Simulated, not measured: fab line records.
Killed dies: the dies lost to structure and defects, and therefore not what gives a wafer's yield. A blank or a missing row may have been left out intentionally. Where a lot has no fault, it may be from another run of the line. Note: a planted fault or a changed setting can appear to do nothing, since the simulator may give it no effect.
fab line records | flow sky130
record lots=6 | wafers=18 | last_day=50
route steps=708 shown GATE_OXIDE@201 POLY_GATE@204 RES_PROTECT@206 PAD_OPEN@708
lots that met no fault: taken from a fault-free run of the same line
start_h: the number of hours between the record's first day and the start of the first shown wafer of the lot | wait_h: how many hours have passed since the lot's step before this one | " same as the row above | L1.1+2: several wafers, shown together as one row | - value missing, or start not given | * or withheld: withheld | < > ~ a bound
route shown NAME@n: a module of which the file shows steps, and the number in the route of the first | usual: average and standard deviation across the fault-free wafers | same: alike in all rows | chamber/n: place in a boat | sites: the reading at each site | _std_site: standard deviation of those values | _edge_site: mean of outer sites minus mean of inner sites | radius_mm: for every site, how far away it sits from the centre of the wafer | mask NAME#n: copy n | behind: the tool/chamber that last shaped the wafer | hold: reason for holding the lot/hours on hold/outcome of the hold | device: which transistor (n, p or np) failed to switch | end of line: the same wafers' tests at the end of the route | step lacking rows: just its recipe | killed: the dies lost at the first sort to structure and to defects; this is not the yield of the wafer | map: a wafer's dies, marking killed ones x, the rest . and places with no die _
set.NAME: setting as actually run; set.NAME@STEP: the setting as run at that earlier step | model.NAME: the simulator's own value behind a step, which no gauge read
lots at selected steps of the route; one table per step, one row per wafer
services: a tool's chamber out of use, with start hour (start_h, from the record's first day; less than 0 if before it), hours out, and reason
## steps
# step SKY_GATE_OXIDE_TW_MEAS_14
# usual GATE_OXIDE_TW=225.2/1.6
lot.wafer | tool          | chamber | start_h | wait_h | GATE_OXIDE_TW
L392.1    | film_metro-03 | -       | 325.59  | 0.1    | 221.6
L392.2    | "             | -       | "       | "      | 222.4
L392.3    | "             | -       | "       | "      | 222.3
L399.1    | film_metro-04 | -       | 380.06  | 0.1    | 224.8
L399.3    | "             | -       | "       | "      | 227.1
L399.5    | "             | -       | "       | "      | 225.4
L402.3    | film_metro-04 | -       | 414.35  | 0.1    | 227.4
L402.5    | "             | -       | "       | "      | 227.5
L402.6    | "             | -       | "       | "      | 226.9
L408.1    | film_metro-02 | -       | 470.47  | 0.1    | 226.0
L408.4    | "             | -       | "       | "      | 225.6
L408.6    | "             | -       | "       | "      | 224.0
L411.1    | film_metro-02 | -       | 492.13  | 0.1    | 227.3
L411.4    | "             | -       | "       | "      | 226.2
L411.6    | "             | -       | "       | "      | 225.2
L413.1    | film_metro-02 | -       | 503.82  | 0.1    | 225.2
L413.5    | "             | -       | "       | "      | 227.1
L413.6    | "             | -       | "       | "      | 226.4
# step SKY_GATE_OXIDE_CLEAN_15
# recipe chemistry=SC1/SC2 | mix=1:4:20 | temp_c=70 | time_s=150 | dry=n2_spin
# step SKY_GATE_OXIDE_OXIDATION_16
# recipe temp_c=800 | ambient=O2 | idle_temp_c=700 | ramp_up_c_per_min=10 | ramp_down_c_per_min=3 | stabilise_s=600 | purge_s=300 | target_thk_a=35.7 | ox_time_s=1915
# step SKY_POLY_GATE_CVD_00
# recipe material=poly-Si | target_thk_nm=180 | temp_c=620 | time_s=720 | pressure_mtorr=200
# step SKY_POLY_GATE_THK_MEAS_01
# recipe reads=poly-Si_of_POLY_GATE_CVD_00
# usual POLY_GATE_CVD_00_THK=180.1/1.4
lot.wafer | tool          | chamber | start_h | wait_h | POLY_GATE_CVD_00_THK[nm]
L392.1    | film_metro-01 | -       | 331.92  | 0.0    | 179.5
L392.2    | "             | -       | "       | "      | 178.9
L392.3    | "             | -       | "       | "      | 180.3
L399.1    | film_metro-02 | -       | 384.35  | 0.0    | 178.7
L399.3    | "             | -       | "       | "      | 179.6
L399.5    | "             | -       | "       | "      | 179.5
L402.3    | film_metro-02 | -       | 418.19  | 0.0    | 178.5
L402.5    | "             | -       | "       | "      | 178.5
L402.6    | "             | -       | "       | "      | 177.7
L408.1    | film_metro-02 | -       | 474.22  | 0.0    | 182.0
L408.4    | "             | -       | "       | "      | 181.2
L408.6    | "             | -       | "       | "      | 181.2
L411.1    | film_metro-04 | -       | 494.98  | 0.0    | 177.6
L411.4    | "             | -       | "       | "      | 179.0
L411.6    | "             | -       | "       | "      | 178.8
L413.1    | film_metro-01 | -       | 508.79  | 0.0    | 179.9
L413.5    | "             | -       | "       | "      | 179.8
L413.6    | "             | -       | "       | "      | 181.7
# step SKY_RES_PROTECT_DEHYDRATE_00
# recipe temp_c=200 | time_s=60
# step SKY_RES_PROTECT_HMDS_01
# recipe prime_time_s=60 | prime_temp_c=120
# step SKY_RES_PROTECT_COAT_02
# recipe resist=NOVOLAK | spin_rpm=3000 | resist_thk_nm=1140
# step SKY_RES_PROTECT_SOFTBAKE_03
# recipe temp_c=90 | time_s=60 | resist=NOVOLAK
# step SKY_RES_PROTECT_EXPOSE_04
# recipe mask_id=RPM | na=0.6 | source_shape=conventional | sigma_outer=0.6 | polarization=unpolarized | target_cd_nm=1270 | dose_mj=131
# step SKY_RES_PROTECT_PEB_05
# recipe temp_c=withheld | time_s=* | resist=NOVOLAK
# step SKY_RES_PROTECT_DEVELOP_06
# recipe resist=NOVOLAK | developer=TMAH | develop_time_s=60 | dev_temp_c=23
# step SKY_POLY_GATE_IMPLANT_02
# recipe species=P | energy_kev=30 | dose_cm2=7.7e+15 | tilt_deg=0
# usual beam_on_s=33.9/1.6 | dose_ions_cm2=7.698e+15/8.7e+12
lot.wafer | tool         | chamber | start_h | wait_h | beam_on_s | dose_ions_cm2
L392.1    | implanter-01 | 0       | 358.70  | 0.1    | 33.4      | 7.711e+15
L392.2    | "            | 0       | "       | "      | 32.9      | 7.695e+15
L392.3    | "            | 0       | "       | "      | 32.4      | 7.699e+15
L399.1    | implanter-01 | 0       | 413.62  | 0.1    | 23.7      | 5.367e+15
L399.3    | "            | 0       | "       | "      | 23.0      | 5.368e+15
L399.5    | "            | 0       | "       | "      | 22.7      | 5.372e+15
L402.3    | implanter-01 | 0       | 449.47  | 0.1    | 22.4      | 5.367e+15
L402.5    | "            | 0       | "       | "      | 23.1      | 5.368e+15
L402.6    | "            | 0       | "       | "      | 22.7      | 5.357e+15
L408.1    | implanter-03 | 0       | 504.42  | 0.1    | 34.8      | 7.699e+15
L408.4    | "            | 0       | "       | "      | 33.6      | 7.696e+15
L408.6    | "            | 0       | "       | "      | 34.1      | 7.708e+15
L411.1    | implanter-04 | 0       | 524.65  | 0.1    | 35.2      | 7.7e+15
L411.4    | "            | 0       | "       | "      | 35.5      | 7.696e+15
L411.6    | "            | 0       | "       | "      | 36.3      | 7.709e+15
L413.1    | implanter-03 | 0       | 537.81  | 0.1    | 32.9      | 7.692e+15
L413.5    | "            | 0       | "       | "      | 32.3      | 7.703e+15
L413.6    | "            | 0       | "       | "      | 32.6      | 7.717e+15
# step SKY_RES_PROTECT_STRIP_07
# recipe chemistry=O2/N2 | power_w=1400 | pressure_mtorr=1500 | platen_temp_c=withheld | o2_flow_sccm=3000 | n2_flow_sccm=300 | overash_fraction=0.5
# usual drypump_motor_current_A=5.9/0.51 | oes_product_au=0.517/0.0049 | strip_time_to_endpoint_s=23.30/0.045
lot.wafer | tool            | chamber | start_h | wait_h | drypump_motor_current_A | oes_product_au | rf_hours_counter_h | strip_time_to_endpoint_s
L392.1    | plasma_asher-03 | 1       | 358.85  | 0.1    | 5.8                     | 0.511          | 55                 | 23.34
L392.2    | "               | 0       | "       | "      | 5.0                     | 0.513          | 55                 | 23.29
L392.3    | "               | 1       | "       | "      | 5.8                     | 0.514          | -                  | 23.29
L399.1    | plasma_asher-03 | 0       | 413.77  | 0.1    | 5.0                     | 0.534          | 60                 | 21.87
L399.3    | "               | 1       | "       | "      | 5.8                     | 0.536          | -                  | 21.85
L399.5    | "               | 0       | "       | "      | 5.0                     | 0.529          | -                  | 21.88
L402.3    | plasma_asher-01 | 0       | 449.61  | 0.1    | 6.1                     | 0.548          | -                  | 21.79
L402.5    | "               | 0       | "       | "      | 6.1                     | 0.533          | -                  | 21.80
L402.6    | "               | 1       | "       | "      | 5.4                     | 0.536          | -                  | 21.79
L408.1    | plasma_asher-01 | 0       | 504.57  | 0.1    | 6.1                     | 0.515          | 78                 | 23.34
L408.4    | "               | 1       | "       | "      | 5.4                     | 0.517          | -                  | 23.28
L408.6    | "               | 1       | "       | "      | 5.4                     | 0.518          | -                  | 23.34
L411.1    | plasma_asher-01 | 1       | 524.80  | 0.1    | 5.4                     | 0.520          | 80                 | 23.35
L411.4    | "               | 1       | "       | "      | 5.4                     | 0.512          | -                  | 23.35
L411.6    | "               | 1       | "       | "      | 5.4                     | 0.514          | -                  | 23.29
L413.1    | plasma_asher-01 | 0       | 537.96  | 0.1    | 6.1                     | 0.521          | 81                 | 23.28
L413.5    | "               | 0       | "       | "      | 6.1                     | 0.526          | -                  | 23.23
L413.6    | "               | 1       | "       | "      | 5.4                     | 0.508          | -                  | 23.28
# step SKY_RES_PROTECT_TW_MEAS_08
# usual POLY_GATE_TW=4056/23
lot.wafer | tool          | chamber | start_h | wait_h | POLY_GATE_TW
L392.1    | film_metro-03 | -       | 358.95  | 0.1    | 4027
L392.2    | "             | -       | "       | "      | 4022
L392.3    | "             | -       | "       | "      | 4021
L399.1    | film_metro-01 | -       | 413.87  | 0.1    | 3984
L399.3    | "             | -       | "       | "      | 3971
L399.5    | "             | -       | "       | "      | 3979
L402.3    | film_metro-03 | -       | 449.69  | 0.1    | 3953
L402.5    | "             | -       | "       | "      | 3948
L402.6    | "             | -       | "       | "      | 3937
L408.1    | film_metro-02 | -       | 504.67  | 0.1    | 4058
L408.4    | "             | -       | "       | "      | 4068
L408.6    | "             | -       | "       | "      | 4077
L411.1    | film_metro-02 | -       | 524.90  | 0.1    | 4069
L411.4    | "             | -       | "       | "      | 4086
L411.6    | "             | -       | "       | "      | 4083
L413.1    | film_metro-01 | -       | 538.06  | 0.1    | 4073
L413.5    | "             | -       | "       | "      | 4059
L413.6    | "             | -       | "       | "      | 4044
# step SKY_RES_PROTECT_CLEAN_09
# recipe chemistry=SC1/SC2 | mix=1:4:20 | temp_c=70 | time_s=150 | dry=n2_spin
# step SKY_PAD_OPEN_PROBE_99
# usual killed_at_M0_to_M3=43/7.4 | killed_at_M4_up=3.1/1.9 | killed_at_contacts=25/5.4 | killed_at_front_end=15/4.3 | killed_at_other=0.3/0.54 | killed_dies=86/10 | killed_open=46/7.4 | killed_short=40/7
# same gross_dies=492 | killed_at_back_side=0
lot.wafer | tool      | chamber | start_h | wait_h | killed_at_M0_to_M3 | killed_at_M4_up | killed_at_contacts | killed_at_front_end | killed_at_other | killed_dies | killed_open | killed_short | model.etest.res_poly.line_ohm_um | model.etest.licon_poly.rc_ohm | model.etest.res_poly.rs_ohm_sq | model.etest.res_poly.rs_ohm_sq_range | model.etest.res_poly.rs_ohm_sq_rim_less_centre
L392.1    | prober-01 | -       | 1094.47 | 0.1    | 47                 | 9               | 23                 | 22                  | 1               | 102         | 50          | 52           | 530.6                            | 166.3                         | 49.34                          | 0.9689                               | 0.5601
L392.2    | prober-01 | -       | 1094.52 | 0.1    | 40                 | 3               | 37                 | 10                  | 0               | 90          | 51          | 39           | 519.8                            | 161.2                         | 49.78                          | 1.268                                | -0.8568
L392.3    | prober-01 | -       | 1094.57 | 0.2    | 49                 | 1               | 21                 | 20                  | 0               | 91          | 50          | 40           | 521.1                            | 161.4                         | 48.81                          | 0.9173                               | 0.4293
L399.1    | prober-02 | -       | 1130.58 | 0.1    | 33                 | 5               | 19                 | 17                  | 1               | 75          | 38          | 37           | 739.5                            | 244.5                         | 68.92                          | 3.215                                | -1.599
L399.3    | prober-02 | -       | 1130.68 | 0.2    | 53                 | 2               | 31                 | 13                  | 0               | 99          | 62          | 37           | 704.1                            | 241.9                         | 67.83                          | 2.43                                 | -0.816
L399.5    | prober-02 | -       | 1130.78 | 0.2    | 55                 | 0               | 21                 | 8                   | 0               | 84          | 40          | 44           | 726.9                            | 240.6                         | 69.53                          | 2.555                                | -1.483
L402.3    | prober-01 | -       | 1151.08 | 0.2    | 49                 | 2               | 25                 | 17                  | 0               | 93          | 44          | 49           | 722.3                            | 253.1                         | 67.47                          | 3.728                                | 3.202
L402.5    | prober-01 | -       | 1151.18 | 0.2    | 52                 | 0               | 38                 | 10                  | 0               | 100         | 59          | 41           | 701.5                            | 240.6                         | 66.58                          | 2.12                                 | 1.767
L402.6    | prober-01 | -       | 1151.23 | 0.2    | 45                 | 0               | 25                 | 13                  | 1               | 84          | 53          | 30           | 711.2                            | 240.6                         | 66.78                          | 3.511                                | 2.214
L408.1    | prober-01 | -       | 1189.62 | 0.1    | 39                 | 2               | 26                 | 13                  | 0               | 80          | 44          | 35           | 518                              | 155.5                         | 48.28                          | 1.597                                | 0.4039
L408.4    | prober-01 | -       | 1189.77 | 0.2    | 48                 | 1               | 20                 | 18                  | 1               | 88          | 50          | 35           | 531.4                            | 157.7                         | 48.36                          | 0.9001                               | 0.4828
L408.6    | prober-01 | -       | 1189.87 | 0.2    | 31                 | 1               | 22                 | 21                  | 1               | 76          | 39          | 36           | 536.5                            | 153.2                         | 48.81                          | 1.437                                | 0.5699
L411.1    | prober-02 | -       | 1193.99 | 0.1    | 42                 | 2               | 24                 | 15                  | 1               | 84          | 39          | 45           | 501.7                            | 152.4                         | 48.6                           | 1.136                                | -0.2316
L411.4    | prober-02 | -       | 1194.14 | 0.2    | 38                 | 3               | 26                 | 10                  | 0               | 77          | 49          | 28           | 505.4                            | 149.4                         | 47.32                          | 1.006                                | -0.002725
L411.6    | prober-02 | -       | 1194.24 | 0.2    | 29                 | 3               | 30                 | 10                  | 0               | 72          | 45          | 27           | 498.2                            | 151.9                         | 47.49                          | 1.768                                | -0.239
L413.1    | prober-02 | -       | 1204.04 | 0.1    | 37                 | 5               | 24                 | 19                  | 1               | 86          | 49          | 37           | 515.1                            | 145.3                         | 48.63                          | 1.394                                | -1.025
L413.5    | prober-02 | -       | 1204.24 | 0.2    | 42                 | 3               | 14                 | 11                  | 0               | 70          | 42          | 28           | 514.9                            | 150.6                         | 49.21                          | 2.529                                | -1.95
L413.6    | prober-02 | -       | 1204.29 | 0.2    | 37                 | 0               | 22                 | 8                   | 1               | 68          | 37          | 31           | 504.1                            | 148.5                         | 47.38                          | 1.661                                | -1.471
# killed by level:class
L392.1 VIA3:geometric_particle:open=11 METAL4:geometric_particle:short=8 POLY_GATE:geometric_particle:open=7 LI_CONTACT:geometric_particle:short=7 LI_CONTACT:geometric_particle:open=7 VIA1:geometric_particle:short=6 VIA3:geometric_particle:short=6 VIA1:geometric_particle:open=6
L392.2 LI_CONTACT:geometric_particle:open=12 METAL2:geometric_particle:short=8 CONTACT:geometric_particle:open=8 VIA1:geometric_particle:open=8 CONTACT:geometric_particle:short=7 VIA3:geometric_particle:open=7 LOCAL_INTERCONNECT:geometric_particle:short=5 VIA2:geometric_particle:open=5
L392.3 LI_CONTACT:geometric_particle:open=11 METAL2:geometric_particle:short=9 VIA1:geometric_particle:open=8 CONTACT:geometric_particle:open=7 VIA2:geometric_particle:open=7 VIA3:geometric_particle:short=6 POLY_GATE:geometric_particle:open=5 METAL1:geometric_particle:short=5
L399.1 VIA1:geometric_particle:open=9 CONTACT:geometric_particle:short=7 FIELD_ISO:geometric_particle:open=6 CONTACT:geometric_particle:open=6 METAL4:geometric_particle:short=5 POLY_GATE:geometric_particle:short=4 VIA2:geometric_particle:open=4 VIA3:geometric_particle:short=4
L399.3 VIA1:geometric_particle:open=13 VIA2:geometric_particle:open=11 CONTACT:geometric_particle:open=10 LI_CONTACT:geometric_particle:open=9 VIA1:geometric_particle:short=8 METAL2:geometric_particle:short=5 VIA3:geometric_particle:open=5 FIELD_ISO:geometric_particle:open=4
L399.5 VIA1:geometric_particle:open=14 CONTACT:geometric_particle:open=10 METAL1:geometric_particle:short=8 VIA1:geometric_particle:short=6 METAL2:geometric_particle:short=5 VIA2:geometric_particle:open=5 METAL3:geometric_particle:short=5 VIA3:geometric_particle:short=5
L402.3 VIA1:geometric_particle:open=9 CONTACT:geometric_particle:open=8 VIA2:geometric_particle:open=7 LOCAL_INTERCONNECT:geometric_particle:short=6 VIA1:geometric_particle:short=6 LI_CONTACT:geometric_particle:short=5 METAL1:geometric_particle:short=5 METAL3:geometric_particle:short=5
L402.5 CONTACT:geometric_particle:open=15 VIA1:geometric_particle:open=14 LI_CONTACT:geometric_particle:open=8 LI_CONTACT:geometric_particle:short=6 METAL1:geometric_particle:short=6 VIA1:geometric_particle:short=6 VIA2:geometric_particle:open=5 LOCAL_INTERCONNECT:geometric_particle:short=4
L402.6 VIA1:geometric_particle:open=13 LI_CONTACT:geometric_particle:open=8 CONTACT:geometric_particle:open=8 VIA2:geometric_particle:open=7 VIA3:geometric_particle:open=5 POLY_GATE:geometric_particle:open=4 POLY_GATE:geometric_particle:short=4 LI_CONTACT:geometric_particle:short=4
L408.1 LI_CONTACT:geometric_particle:open=12 VIA1:geometric_particle:open=9 CONTACT:geometric_particle:open=7 METAL2:geometric_particle:short=7 POLY_GATE:geometric_particle:open=4 VIA2:geometric_particle:open=4 LOCAL_INTERCONNECT:geometric_particle:short=4 VIA1:geometric_particle:short=4
L408.4 VIA1:geometric_particle:open=14 VIA3:geometric_particle:open=7 CONTACT:geometric_particle:short=6 METAL2:geometric_particle:short=6 FIELD_ISO:geometric_particle:open=5 CONTACT:geometric_particle:open=5 VIA2:geometric_particle:open=5 POLY_GATE:geometric_particle:short=4
L408.6 LI_CONTACT:geometric_particle:open=9 POLY_GATE:geometric_particle:short=8 VIA3:geometric_particle:open=5 FIELD_ISO:geometric_particle:open=4 CONTACT:geometric_particle:open=4 METAL1:geometric_particle:short=4 VIA1:geometric_particle:open=4 METAL3:geometric_particle:short=4
L411.1 METAL1:geometric_particle:short=10 CONTACT:geometric_particle:open=8 FIELD_ISO:geometric_particle:short=7 VIA1:geometric_particle:open=6 LI_CONTACT:geometric_particle:open=5 CONTACT:geometric_particle:short=5 VIA2:geometric_particle:open=5 METAL2:geometric_particle:short=4
L411.4 VIA1:geometric_particle:open=12 LI_CONTACT:geometric_particle:open=9 CONTACT:geometric_particle:open=9 VIA2:geometric_particle:open=6 POLY_GATE:geometric_particle:open=4 METAL1:geometric_particle:short=4 VIA2:geometric_particle:short=4 CONTACT:geometric_particle:short=3
L411.6 CONTACT:geometric_particle:open=13 VIA1:geometric_particle:open=7 LI_CONTACT:geometric_particle:open=7 METAL1:geometric_particle:short=6 LI_CONTACT:geometric_particle:short=4 CONTACT:geometric_particle:short=3 VIA2:geometric_particle:open=3 FIELD_ISO:geometric_particle:short=2
L413.1 VIA1:geometric_particle:open=15 CONTACT:geometric_particle:short=7 CONTACT:geometric_particle:open=7 POLY_GATE:geometric_particle:open=5 VIA1:geometric_particle:short=5 SPACER:geometric_particle:short=4 VIA3:geometric_particle:open=4 FIELD_ISO:geometric_particle:short=3
L413.5 VIA1:geometric_particle:open=13 FIELD_ISO:geometric_particle:short=5 VIA2:geometric_particle:open=5 FIELD_ISO:geometric_particle:open=4 LI_CONTACT:geometric_particle:open=4 CONTACT:geometric_particle:open=4 VIA1:geometric_particle:short=4 METAL2:geometric_particle:open=4
L413.6 VIA1:geometric_particle:open=9 CONTACT:geometric_particle:open=8 METAL1:geometric_particle:short=6 LI_CONTACT:geometric_particle:open=5 METAL3:geometric_particle:short=5 LOCAL_INTERCONNECT:geometric_particle:short=4 METAL2:geometric_particle:short=4 VIA3:geometric_particle:open=3
## services
tool            | chamber | start_h | hours | kind
implanter-03    | -       | 380.59  | 100.3 | pm
implanter-01    | -       | 409.84  | 1.1   | repair
implanter-01    | -       | 454.96  | 3.6   | pm
implanter-01    | -       | 474.94  | 5.0   | repair
plasma_asher-03 | -       | 501.87  | 4.3   | repair
implanter-04    | -       | 504.90  | 5.6   | repair
implanter-04    | -       | 524.92  | 2.4   | repair
implanter-01    | -       | 527.62  | 1.9   | repair
implanter-01    | -       | 535.82  | 6.0   | pm
## key
first_sign step=SKY_POLY_GATE_IMPLANT_02 | reading=dose_ions_cm2 | direction=down | sigmas=99+ | usual=* | struck=*
effect step=SKY_POLY_GATE_IMPLANT_02 | reading=beam_on_s | direction=down | sigmas=7 | usual=33.9 | struck=22.9
effect step=SKY_RES_PROTECT_STRIP_07 | reading=strip_time_to_endpoint_s | direction=down | sigmas=33 | usual=* | struck=*
effect step=SKY_RES_PROTECT_TW_MEAS_08 | reading=POLY_GATE_TW | direction=down | sigmas=4.1 | usual=4056 | struck=3962
model_effect step=SKY_PAD_OPEN_PROBE_99 | value=etest.res_poly.line_ohm_um | without=516 | struck=717.6
met_at SKY_POLY_GATE_IMPLANT_02
struck_wafers L399.1,L399.3,L399.5,L402.3,L402.5,L402.6
tester_left_out L399,L402
onset_between 358.70 413.62
fault kind=process_parameter_drift | tool=implanter-01 | chamber=- | onset_h=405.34 | steps=SKY_POLY_GATE_IMPLANT_02 | channel=dose_cm2 | offset=* | shape=step | end_h=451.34 | acts_in=* | stated=*
# tester_left_out: of these lots the tester's yield and bins aren't shown, on N5 and GAA mostly nor the transistor test; their killed dies are dies lost to structure and defects alone, not to doping, threshold or leakage, so they don't give the yield
